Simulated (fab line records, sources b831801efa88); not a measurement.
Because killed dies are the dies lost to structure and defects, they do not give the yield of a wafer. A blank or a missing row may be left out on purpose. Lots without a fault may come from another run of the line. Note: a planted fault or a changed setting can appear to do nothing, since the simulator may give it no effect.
The tool behind it: which one? :: flow gf180mcu :: 12 lots (36 wafers sampled), 1 step of a 602-step route

## WHAT THE GAUGES SHOWED, per wafer
GF_STI_THK_MEAS_04.
lot: L075
measured: day 1 18:35
on: film_metro-02
STI_CVD_03_THK (nm): 206.1 205.6 206.5

lot: L077
measured: day 2 05:59
on: film_metro-04
STI_CVD_03_THK (nm): 212.7 213.1 213.3

lot: L079
measured: day 2 14:34
on: film_metro-02
STI_CVD_03_THK (nm): 206.3 206.2 207.1

lot: L081
measured: day 3 00:34
on: film_metro-02
STI_CVD_03_THK (nm): 206.1 205.8 205.0

lot: L083
measured: day 3 10:34
on: film_metro-03
STI_CVD_03_THK (nm): 210.3 210.3 208.7

lot: L085
measured: day 3 21:11
on: film_metro-03
STI_CVD_03_THK (nm): 206.8 208.3 208.2

lot: L087
measured: day 4 07:10
on: film_metro-02
STI_CVD_03_THK (nm): 204.9 204.4 204.8

lot: L089
measured: day 4 16:35
on: film_metro-03
STI_CVD_03_THK (nm): 205.9 207.6 208.7

lot: L091
measured: day 5 02:39
on: film_metro-04
STI_CVD_03_THK (nm): 209.2 207.5 208.2

lot: L093
measured: day 5 12:34
on: film_metro-04
STI_CVD_03_THK (nm): 207.5 208.0 207.3

lot: L095
measured: day 5 22:34
on: film_metro-02
STI_CVD_03_THK (nm): 207.2 207.5 206.6

lot: L097
measured: day 6 08:34
on: film_metro-02
STI_CVD_03_THK (nm): 206.4 208.1 207.1

## WHICH TOOL RAN EACH LOT (tool, then ch and the chambers of the sampled wafers, then the start)
No process step before these readings appears in the record.

## THE ANSWER, worked out from the rows above alone
Rule: usual is defined by the lots themselves. Put in order of their means at a reading, lots are off if they are a third of the lots or fewer, leave a main group of 4 or more, and stand apart from it by a gap of 3 or more times the standard deviation of the main group's means; of several such gaps the widest counts. Not used: any main group whose means are identical at the precision the tables above print for the reading. Also off: a lot with no number at a reading for which 4 or more lots have one. Where the step has rows for the other lots, those lots are counted as sound.
Across all readings shown, no lot is off: no conclusion can be drawn from this.

## WHAT THE SIMULATOR HAD INSERTED
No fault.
